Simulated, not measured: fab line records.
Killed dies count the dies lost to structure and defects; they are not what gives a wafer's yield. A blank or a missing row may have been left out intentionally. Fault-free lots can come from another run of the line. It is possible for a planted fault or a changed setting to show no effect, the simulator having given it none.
Which tool is to blame? | flow sky130 | Sampling: 13 lots, 39 wafers, 6 of 708 route steps

## WHAT EACH GAUGE READ, for each wafer
SKY_NWELL_OVL_MEAS_23. Usual: for NWELL_01_OVL the level is -0.4 nm and the standard deviation is 1.1.
lot  | measured     | on         | NWELL_01_OVL (nm) | flag
L283 | day 5 05:30  | overlay-02 | -1.3 -2.2 -2.9    | 
L286 | day 6 00:02  | overlay-01 | -2.3 -1.7 -1.2    | 
L287 | day 6 04:50  | overlay-01 | 1.0 1.2 1.0       | 
L288 | day 6 13:59  | overlay-02 | -1.3 -1.7 -1.3    | 
L289 | day 6 20:59  | overlay-01 | -1.2 1.0 -0.1     | 
L291 | day 7 06:51  | overlay-01 | -2.7 -2.0 -1.5    | 
L292 | day 7 15:29  | overlay-01 | - - -             | OFF
L300 | day 9 21:36  | overlay-01 | -1.2 -0.2 -0.5    | 
L301 | day 10 04:59 | overlay-02 | -1.1 0.1 -2.4     | 
L302 | day 10 08:26 | overlay-01 | 0.1 0.6 0.8       | 
L303 | day 10 14:24 | overlay-01 | 1.5 0.3 0.2       | 
L304 | day 10 17:00 | overlay-02 | -1.1 0.0 -1.3     | 
L306 | day 11 02:00 | overlay-01 | -0.8 -0.3 -1.8    | 

SKY_NWELL_TW_MEAS_26. Usual: for NWELL_2_TW the level is 499 and the standard deviation is 4.3.
lot  | measured     | on           | NWELL_2_TW  | flag
L283 | day 5 05:47  | filmMetro-04 | 492 492 494 | 
L286 | day 6 00:19  | filmMetro-02 | 500 499 500 | 
L287 | day 6 05:07  | filmMetro-02 | 500 498 499 | 
L288 | day 6 14:16  | filmMetro-03 | 499 498 496 | 
L289 | day 6 21:16  | filmMetro-03 | 501 498 497 | 
L291 | day 7 07:08  | filmMetro-02 | 507 505 507 | 
L292 | day 7 15:47  | filmMetro-03 | 30 30 30    | OFF
L300 | day 9 21:53  | filmMetro-04 | 493 495 498 | 
L301 | day 10 05:16 | filmMetro-03 | 498 499 502 | 
L302 | day 10 08:43 | filmMetro-02 | 503 503 502 | 
L303 | day 10 14:41 | filmMetro-03 | 502 500 499 | 
L304 | day 10 17:17 | filmMetro-03 | 501 502 501 | 
L306 | day 11 02:17 | filmMetro-04 | 493 493 490 | 

SKY_VT_ADJUST_HVTR_CD_MEAS_07 targets a cd of 380 nm. Usual: cdNm reads 380.9 nm (standard deviation 2.4).
lot  | measured     | on       | cdNm (nm)         | flag
L283 | day 9 08:20  | cdSem-01 | 380.5 380.5 378.9 | 
L286 | day 10 08:13 | cdSem-02 | 379.6 380.0 381.7 | 
L287 | day 10 11:16 | cdSem-02 | 383.2 381.0 382.7 | 
L288 | day 11 00:13 | cdSem-02 | 377.9 379.2 379.9 | 
L289 | day 11 09:40 | cdSem-01 | 380.7 379.4 378.0 | 
L291 | day 11 21:31 | cdSem-02 | 383.2 383.0 382.3 | 
L292 | day 12 08:03 | cdSem-01 | 377.2 378.8 379.9 | 
L300 | day 15 01:56 | cdSem-01 | 382.4 381.4 381.6 | 
L301 | day 15 09:31 | cdSem-02 | 379.6 381.3 379.9 | 
L302 | day 15 16:01 | cdSem-02 | 378.4 380.0 378.2 | 
L303 | day 15 20:10 | cdSem-01 | 384.4 383.5 382.6 | 
L304 | day 16 00:44 | cdSem-01 | 380.4 378.0 381.9 | 
L306 | day 16 09:45 | cdSem-01 | 383.5 383.6 382.9 | 

SKY_VT_ADJUST_PCH_TW_MEAS_10. Usual: for VT_ADJUST_PCH_TW the level is 142.6 and the standard deviation is 1.3.
lot  | measured     | on           | VT_ADJUST_PCH_TW  | flag
L283 | day 10 07:10 | filmMetro-01 | 142.5 142.7 142.4 | 
L286 | day 11 08:22 | filmMetro-02 | 143.5 144.3 143.5 | 
L287 | day 11 11:04 | filmMetro-03 | 141.9 142.0 142.8 | 
L288 | day 11 23:59 | filmMetro-03 | 142.8 144.0 144.9 | 
L289 | day 12 10:25 | filmMetro-01 | 140.6 140.4 141.1 | 
L291 | day 12 21:58 | filmMetro-01 | 140.9 141.1 140.3 | 
L292 | day 13 10:13 | filmMetro-03 | 143.5 143.6 143.8 | 
L300 | day 16 06:01 | filmMetro-03 | 142.9 143.8 142.9 | 
L301 | day 16 14:40 | filmMetro-01 | 142.3 141.2 141.8 | 
L302 | day 16 20:22 | filmMetro-02 | 143.3 143.7 143.2 | 
L303 | day 17 00:40 | filmMetro-02 | 143.4 142.7 142.7 | 
L304 | day 17 06:37 | filmMetro-01 | 140.0 140.4 141.6 | 
L306 | day 17 15:32 | filmMetro-01 | 140.8 140.7 141.1 | 

## EACH LOT AND THE TOOL THAT RAN IT (in order: tool; ch and the chambers of the sampled wafers; start)
lot  | SKY_NWELL_EXPOSE_20                | SKY_VT_ADJUST_LVTN_STRIP_09
L283 | ilineStepper-02 ch 0, day 4 21:15  | plasmaAsher-04 ch 0,1, day 6 18:25
L286 | ilineStepper-02 ch 0, day 5 15:50  | plasmaAsher-01 ch 0,1, day 7 14:44
L287 | ilineStepper-01 ch 0, day 5 20:31  | plasmaAsher-01 ch 0,1, day 7 19:41
L288 | ilineStepper-01 ch 0, day 6 04:49  | plasmaAsher-04 ch 0,1, day 8 06:07
L289 | ilineStepper-01 ch 0, day 6 11:56  | plasmaAsher-01 ch 0,1, day 8 13:17
L291 | ilineStepper-02 ch 0, day 6 21:25  | plasmaAsher-04 ch 0,1, day 9 00:26
L292 | ilineStepper-01 ch 0, day 7 05:41  | plasmaAsher-01 ch 0,1, day 9 10:35
L300 | ilineStepper-01 ch 0, day 9 10:55  | plasmaAsher-02 ch 0,1, day 11 21:31
L301 | ilineStepper-01 ch 0, day 9 18:10  | plasmaAsher-02 ch 0,1, day 12 04:49
L302 | ilineStepper-02 ch 0, day 9 21:23  | plasmaAsher-01 ch 0,1, day 12 09:10
L303 | ilineStepper-01 ch 0, day 10 03:25 | plasmaAsher-02 ch 1, day 12 13:35
L304 | ilineStepper-01 ch 0, day 10 06:07 | plasmaAsher-01 ch 0,1, day 12 17:55
L306 | ilineStepper-01 ch 0, day 10 14:28 | plasmaAsher-02 ch 0, day 13 01:25
- SKY_NWELL_EXPOSE_20: exposes mask NWM COMPLEMENT, target cd 840 nm.
- SKY_VT_ADJUST_LVTN_STRIP_09: strips in O2/N2.

## AS READ BY THE TOOLS THEMSELVES (means over the sampled wafers that have a number; for cases with no such wafer, the mark the record gives instead)
SKY_VT_ADJUST_LVTN_STRIP_09. Usual: drypumpMotorCurrentA 5.7 A, standard deviation 0.45; oesProductAu 0.722 a.u., standard deviation 0.0043; stripTimeToEndpointS 36.89 s, standard deviation 0.12.
lot  | tool           | drypumpMotorCurrentA (A) | oesProductAu (a.u.) | stripTimeToEndpointS (s) | flag
L283 | plasmaAsher-04 | 6.0                      | 0.723               | 36.79                    | 
L286 | plasmaAsher-01 | 5.7                      | 0.725               | 37.00                    | 
L287 | plasmaAsher-01 | 6.0                      | 0.721               | 36.94                    | 
L288 | plasmaAsher-04 | 5.9                      | 0.722               | 37.01                    | 
L289 | plasmaAsher-01 | 5.8                      | 0.723               | 36.92                    | 
L291 | plasmaAsher-04 | 5.7                      | 0.726               | 37.03                    | 
L292 | plasmaAsher-01 | 5.7                      | 0.722               | 36.92                    | 
L300 | plasmaAsher-02 | 5.1                      | 0.722               | 36.97                    | 
L301 | plasmaAsher-02 | 5.1                      | 0.723               | 36.90                    | 
L302 | plasmaAsher-01 | 5.9                      | 0.722               | 36.93                    | 
L303 | plasmaAsher-02 | 4.8                      | 0.720               | 36.90                    | 
L304 | plasmaAsher-01 | 5.9                      | 0.721               | 36.78                    | 
L306 | plasmaAsher-02 | 5.8                      | 0.723               | 36.90                    | 

## THE ANSWER, worked out from the rows above alone
Rule: a lot counts as off when the mean over its wafers that have a number is more than 3 standard deviations away from the usual mean. A lot without any number at a reading at which 4 lots or more have one is off too. The other lots that the step has rows for count as sound. First the gauges in route order, then the tools' own readings, where a lot's mean is used as printed above. The first step at which some lot is off is used, and at that step the reading that is off furthest; a lot without a number counts as furthest.
Off: at SKY_NWELL_OVL_MEAS_23 (NWELL_01_OVL), L292. Without a number there: L292.
A tool fits if, at a process step before that reading, it ran every lot that is off, and no sound lot after the first of them. Not tried: the gauges at SKY_NWELL_OVL_MEAS_23; whatever is off there is also off at SKY_NWELL_TW_MEAS_26, on other tools, and gauge error can't account for it. No candidate that was tried fits.

## WHAT THE SIMULATOR HAD INSERTED
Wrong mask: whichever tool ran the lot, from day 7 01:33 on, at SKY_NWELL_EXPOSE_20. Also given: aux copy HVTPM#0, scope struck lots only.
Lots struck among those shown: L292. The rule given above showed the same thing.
